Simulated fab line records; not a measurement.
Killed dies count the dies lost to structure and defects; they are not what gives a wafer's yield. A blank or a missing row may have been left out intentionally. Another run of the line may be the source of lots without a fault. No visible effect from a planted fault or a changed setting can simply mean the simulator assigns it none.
fab line records    flow gf180mcu
[record] lots = 5  wafers = 15  last_day = 34
route steps=602 shown HV_LDD@227 NSD@235
lots that met no fault: from a run of the same line without faults
start_h: hours from the record's first day to the start of the lot's first wafer shown    wait_h: hours since the lot's step before    " identical to the entry in the row above    L1.1+2: several wafers, shown together as one row    - value missing, or start not given    * or withheld: withheld    < > ~ a bound
route shown NAME@n: names a module that has steps shown in the file, with the first one's number in the route    usual: mean/standard deviation taken from wafers without a fault    same: alike in all rows    chamber/n: place in a boat    sites: each site's reading    _std_site: how widely they spread, as a standard deviation    _edge_site: outer sites' mean less inner sites'    radius_mm: how far each site lies from the wafer's centre    mask NAME#n: copy n    behind: the most recent tool/chamber to have shaped the wafer    hold: why the lot was held/for how many hours/how that ended    device: the n, p or np transistor that did not switch    end of line: the same wafers' tests at the end of the route    a step given without rows: its recipe and nothing more    killed: at the first sort, the dies lost to defects and structure; wafer yield is something else    map: shows each die of a wafer: x if killed, . if not, _ if none is there
set.NAME: the setting the step ran with; set.NAME@STEP: the setting that earlier step ran with    model.NAME: the simulator's own value behind a step, which no gauge read
lots seen at some steps along the route; tables by step, rows by wafer
services: when a tool's chamber went out of use (start_h, in hours from the record's first day, below 0 if earlier), for how many hours, and the reason
[[steps]]
[step GF_HV_LDD_CLEAN_51]
[recipe] chemistry = SC1/SC2  mix = 1:4:20  temp_c = 70  time_s = 150  dry = n2_spin
[step GF_HV_LDD_RTA_52]
[recipe] temp_c = 1000  time_s = 10  ambient = N2
[usual] lamp_power_pct = 32.0/0.82  wafer_temp_C_max = 1006.0/1.5
lot.wafer  tool           chamber  start_h  wait_h  lamp_power_pct  wafer_temp_C_max
L819.2     rtp_anneal-02  0        281.04   0.0     31.1            1007.4
L819.3     "              0        "        "       31.1            1005.5
L819.5     "              0        "        "       31.1            1007.1
L827.2     rtp_anneal-02  0        340.76   0.0     31.1            1010.0
L827.3     "              0        "        "       31.1            1007.2
L827.5     "              0        "        "       31.1            1007.1
L832.2     rtp_anneal-01  0        387.04   0.0     32.8            1005.4
L832.4     "              0        "        "       32.8            1005.0
L832.6     "              0        "        "       32.8            1005.7
L839.2     rtp_anneal-01  0        441.35   0.0     32.8            1005.8
L839.3     "              0        "        "       32.7            1003.7
L839.5     "              0        "        "       32.8            1004.6
L838.2     rtp_anneal-02  0        441.69   0.0     31.1            1010.2
L838.3     "              0        "        "       31.1            1006.6
L838.6     "              0        "        "       31.1            1006.9
[step GF_HV_LDD_CVD_54]
[recipe] material = SiO2  target_thk_nm = 10  precursor = TEOS  temp_c = 680  time_s = 75  pressure_mtorr = 400
[step GF_HV_LDD_THK_MEAS_55]
[recipe] reads = SiO2_of_HV_LDD_CVD_54
[usual] HV_LDD_CVD_54_THK = 10.04/0.13
lot.wafer  tool           chamber  start_h  wait_h  HV_LDD_CVD_54_THK[nm]
L819.2     film_metro-01  -        282.25   0.0     10.01
L819.3     "              -        "        "       9.99
L819.5     "              -        "        "       9.95
L827.2     film_metro-02  -        341.97   0.0     10.16
L827.3     "              -        "        "       10.09
L827.5     "              -        "        "       10.22
L832.2     film_metro-02  -        388.25   0.0     10.17
L832.4     "              -        "        "       10.10
L832.6     "              -        "        "       10.04
L839.2     film_metro-01  -        442.81   0.0     9.90
L839.3     "              -        "        "       9.89
L839.5     "              -        "        "       9.94
L838.2     film_metro-02  -        443.02   0.0     9.90
L838.3     "              -        "        "       10.03
L838.6     "              -        "        "       9.97
[step GF_HV_LDD_CVD_56]
[recipe] material = Si3N4  precursor = DCS/NH3  target_thk_nm = 90  temp_c = 770  time_s = 1543  pressure_mtorr = 250
[step GF_HV_LDD_THK_MEAS_57]
[recipe] reads = Si3N4_of_HV_LDD_CVD_56
[usual] HV_LDD_CVD_56_THK = 89.8/0.87
lot.wafer  tool           chamber  start_h  wait_h  HV_LDD_CVD_56_THK[nm]
L819.2     film_metro-02  -        283.74   0.0     90.0
L819.3     "              -        "        "       89.8
L819.5     "              -        "        "       89.8
L827.2     film_metro-02  -        343.46   0.0     90.0
L827.3     "              -        "        "       89.7
L827.5     "              -        "        "       89.9
L832.2     film_metro-01  -        389.73   0.0     90.4
L832.4     "              -        "        "       91.4
L832.6     "              -        "        "       91.3
L839.2     film_metro-01  -        444.30   0.0     88.9
L839.3     "              -        "        "       89.3
L839.5     "              -        "        "       88.5
L838.2     film_metro-01  -        444.51   0.0     92.0
L838.3     "              -        "        "       91.3
L838.6     "              -        "        "       91.6
[step GF_HV_LDD_ETCHBACK_58]
[recipe] chemistry = CH3F/O2  target = Si3N4  stop_on = SiO2  source_w = 400  bias_w = 80  pressure_mtorr = 25  ch3f_flow_sccm = 40  O2_flow_sccm = 30  time_s = 100  target_depth_a = 900
[usual] bias_w = 80.00/0.24  drypump_motor_current_A = 5.9/0.34  oes_product_au = 0.842/0.006  throttle_valve_pct = 10.561/0.0085
lot.wafer  tool         chamber  start_h  wait_h  bias_w  drypump_motor_current_A  oes_product_au  rf_hours_counter_h  throttle_valve_pct
L819.2     rie_diel-03  1        283.79   0.0     79.99   6.1                      0.837           4                   10.565
L819.3     "            3        "        "       79.68   6.4                      0.838           11                  10.565
L819.5     "            3        "        "       80.24   6.4                      0.840           -                   10.558
L827.2     rie_diel-04  2        343.51   0.0     79.70   6.0                      0.843           50                  10.554
L827.3     "            0        "        "       79.77   6.2                      0.839           62                  10.574
L827.5     "            2        "        "       80.26   6.0                      0.838           -                   10.556
L832.2     rie_diel-01  1        389.78   0.0     79.80   6.1                      0.840           55                  10.551
L832.4     "            0        "        "       80.34   5.5                      0.853           -                   10.571
L832.6     "            1        "        "       80.26   6.1                      0.847           -                   10.560
L839.2     rie_diel-01  2        444.35   0.0     80.11   5.3                      0.838           99                  10.553
L839.3     "            0        "        "       79.57   5.5                      0.841           3                   10.557
L839.5     "            0        "        "       79.71   5.5                      0.836           -                   10.551
L838.2     rie_diel-03  1        444.56   0.0     80.06   6.0                      0.847           9                   10.557
L838.3     "            2        "        "       79.93   5.5                      0.855           1                   10.573
L838.6     "            0        "        "       80.19   5.8                      0.849           -                   10.560
[step GF_NSD_DEHYDRATE_00]
[recipe] temp_c = 200  time_s = 60
[step GF_NSD_HMDS_01]
[recipe] prime_time_s = 60  prime_temp_c = 120
[step GF_NSD_COAT_02]
[recipe] resist = NOVOLAK  spin_rpm = 3000  resist_thk_nm = 1000
[step GF_NSD_SOFTBAKE_03]
[recipe] temp_c = 90  time_s = 60  resist = NOVOLAK
[step GF_NSD_EXPOSE_04]
[recipe] mask_id = Nplus  target_cd_nm = 400  na = 0.6  source_shape = conventional  sigma_outer = 0.6  dose_mj = 138
[usual] exposure_dose_mJ_cm2 = 140.03/0.13
[same] sigma_outer = 0.6
lot.wafer  tool              chamber  start_h  wait_h  mask             exposure_dose_mJ_cm2
L819.2     iline_stepper-02  0        293.15   -       Nplus#0          140.14
L819.3     "                 0        "        "       Nplus#0          140.04
L819.5     "                 0        "        "       Nplus#0          140.20
L827.2     iline_stepper-01  0        353.94   -       Nplus#0          140.14
L827.3     "                 0        "        "       Nplus#0          139.72
L827.5     "                 0        "        "       Nplus#0          140.06
L832.2     iline_stepper-02  0        401.71   -       Nplus#0          140.07
L832.4     "                 0        "        "       Nplus#0          139.99
L832.6     "                 0        "        "       Nplus#0          139.78
L839.2     iline_stepper-02  0        456.63   -       Pplus_HV_AREA#0  140.31
L839.3     "                 0        "        "       Pplus_HV_AREA#0  140.23
L839.5     "                 0        "        "       Pplus_HV_AREA#0  140.10
L838.2     iline_stepper-02  0        456.94   -       Nplus#0          140.01
L838.3     "                 0        "        "       Nplus#0          139.88
L838.6     "                 0        "        "       Nplus#0          139.72
[step GF_NSD_PEB_05]
[recipe] temp_c = withheld  time_s = *  resist = NOVOLAK
[step GF_NSD_DEVELOP_06]
[recipe] develop_time_s = 60  dev_temp_c = 23
[step GF_NSD_CD_MEAS_07]
[recipe] target_cd_nm = 400
[usual] cd_nm = 400.7/2.1
lot.wafer  tool       chamber  start_h  wait_h  cd_nm
L819.2     cd_sem-02  -        303.46   0.1     402.4
L819.3     "          -        "        "       400.8
L819.5     "          -        "        "       402.2
L827.2     cd_sem-01  -        365.05   0.1     396.9
L827.3     "          -        "        "       400.4
L827.5     "          -        "        "       399.9
L832.2     cd_sem-01  -        412.30   0.1     402.9
L832.4     "          -        "        "       402.9
L832.6     "          -        "        "       402.1
L839.2     cd_sem-01  -        468.65   0.1     -
L839.3     "          -        "        "       -
L839.5     "          -        "        "       -
L838.2     cd_sem-01  -        469.14   0.1     400.2
L838.3     "          -        "        "       400.7
L838.6     "          -        "        "       401.1
[step GF_NSD_OVL_MEAS_08]
[usual] NSD_OVL = 0.9/1.6
lot.wafer  tool        chamber  start_h  wait_h  NSD_OVL[nm]
L819.2     overlay-01  -        303.56   0.1     -1.1
L819.3     "           -        "        "       -2.0
L819.5     "           -        "        "       0.1
L827.2     overlay-01  -        365.16   0.1     1.7
L827.3     "           -        "        "       2.5
L827.5     "           -        "        "       3.4
L832.2     overlay-01  -        412.41   0.1     2.0
L832.4     "           -        "        "       2.1
L832.6     "           -        "        "       2.6
L839.2     overlay-01  -        468.76   0.1     -
L839.3     "           -        "        "       -
L839.5     "           -        "        "       -
L838.2     overlay-01  -        469.24   0.1     -0.8
L838.3     "           -        "        "       -1.2
L838.6     "           -        "        "       -1.3
[step GF_NSD_IMPLANT_09]
[recipe] species = As  energy_kev = 60  dose_cm2 = 4e+15  tilt_deg = 7
[step GF_NSD_IMPLANT_10]
[recipe] species = P  energy_kev = 40  dose_cm2 = 5e+14  tilt_deg = 7
[step GF_NSD_STRIP_11]
[recipe] chemistry = O2/N2  power_w = 1400  pressure_mtorr = 1500  platen_temp_c = 250  o2_flow_sccm = 3000  n2_flow_sccm = 300  overash_fraction = 0.5
[usual] drypump_motor_current_A = 5.82/0.16  heater_power_w = 347/31  oes_product_au = 0.487/0.0049  strip_time_to_endpoint_s = 22.96/0.034
lot.wafer  tool             chamber  start_h  wait_h  drypump_motor_current_A  heater_power_w  oes_product_au  rf_hours_counter_h  strip_time_to_endpoint_s
L819.2     plasma_asher-03  0        303.89   0.1     5.69                     377             0.482           51                  22.96
L819.3     "                1        "        "       5.90                     390             0.483           -                   23.01
L819.5     "                1        "        "       5.92                     387             0.482           -                   22.98
L827.2     plasma_asher-03  0        365.49   0.1     5.68                     375             0.488           58                  22.93
L827.3     "                0        "        "       5.69                     370             0.482           -                   22.97
L827.5     "                0        "        "       5.68                     382             0.484           -                   22.97
L832.2     plasma_asher-03  1        412.74   0.1     5.89                     384             0.491           63                  22.96
L832.4     "                1        "        "       5.90                     377             0.479           -                   23.00
L832.6     "                1        "        "       5.90                     383             0.487           -                   22.95
L839.2     plasma_asher-02  0        469.09   0.1     5.57                     316             0.485           4                   22.99
L839.3     "                1        "        "       5.86                     287             0.489           -                   22.93
L839.5     "                0        "        "       5.58                     317             0.477           -                   22.91
L838.2     plasma_asher-03  1        469.57   0.1     5.90                     377             0.486           70                  23.00
L838.3     "                0        "        "       5.69                     370             0.489           -                   22.97
L838.6     "                1        "        "       5.91                     375             0.483           -                   22.99
[step GF_NSD_TW_MEAS_12]
[usual] NSD_TW = 4251/53
lot.wafer  tool           chamber  start_h  wait_h  hold                      NSD_TW
L819.2     film_metro-03  -        304.00   0.1     -                         4184
L819.3     "              -        "        "       -                         4175
L819.5     "              -        "        "       -                         4175
L827.2     film_metro-04  -        365.60   0.1     -                         4261
L827.3     "              -        "        "       -                         4261
L827.5     "              -        "        "       -                         4242
L832.2     film_metro-04  -        412.85   0.1     -                         4287
L832.4     "              -        "        "       -                         4296
L832.6     "              -        "        "       -                         4286
L839.2     film_metro-03  -        469.20   0.1     await_dispo/0.2h/release  30
L839.3     "              -        "        "       await_dispo/0.2h/release  29
L839.5     "              -        "        "       await_dispo/0.2h/release  30
L839.2     film_metro-03  -        469.43   0.2     -                         29
L839.3     "              -        "        "       -                         30
L839.5     "              -        "        "       -                         30
L838.2     film_metro-04  -        469.68   0.1     -                         4294
L838.3     "              -        "        "       -                         4311
L838.6     "              -        "        "       -                         4301
[[services]]
tool              chamber  start_h  hours  kind
rie_diel-01       2        258.46   8.1    repair
rie_diel-04       3        271.96   5.7    repair
rie_diel-03       -        278.03   1.1    repair
iline_stepper-01  -        278.21   12.5   repair
iline_stepper-01  -        284.47   4.2    repair
iline_stepper-01  -        290.66   1.7    pm
rtp_anneal-01     -        293.75   0.6    pm
rie_diel-04       1        314.29   1.9    repair
plasma_asher-02   -        319.36   3.2    repair
iline_stepper-02  -        336.34   1.7    pm
rie_diel-01       2        350.89   14.1   repair
rie_diel-03       -        354.48   0.2    repair
rie_diel-04       -        360.28   2.5    repair
plasma_asher-03   -        374.87   5.4    repair
rie_diel-01       2        389.29   12.3   repair
rie_diel-01       -        395.38   1.3    repair
iline_stepper-01  -        409.96   4.4    pm
rie_diel-01       1        412.40   4.9    repair
rie_diel-04       -        417.88   15.6   pm
plasma_asher-02   -        421.25   9.0    pm
rie_diel-03       0        435.03   4.8    repair
rie_diel-04       3        444.46   5.1    repair
rie_diel-03       -        445.19   4.5    repair
iline_stepper-02  -        459.26   10.6   repair
[[key]]
[first_sign] step = GF_NSD_EXPOSE_04  reading = mask  direction = changed
[effect] step = GF_NSD_CD_MEAS_07  reading = cd_nm  direction = missing
[effect] step = GF_NSD_OVL_MEAS_08  reading = NSD_OVL  direction = missing
[effect] step = GF_NSD_TW_MEAS_12  reading = visit  direction = added
[effect] step = GF_NSD_TW_MEAS_12  reading = NSD_TW  direction = down  sigmas = 80  usual = 4251  struck = 30
met_at GF_NSD_EXPOSE_04
struck_wafers L839.2,L839.3,L839.5
scrapped_behind GF_NSD_TW_MEAS_12 L839.2,L839.3,L839.5
onset_between 401.71 456.63
[fault] kind = wrong_mask  tool = any  chamber = -  onset_h = 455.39  steps = GF_NSD_EXPOSE_04  aux_copy = Pplus_HV_AREA#0  scope = struck_lots_only
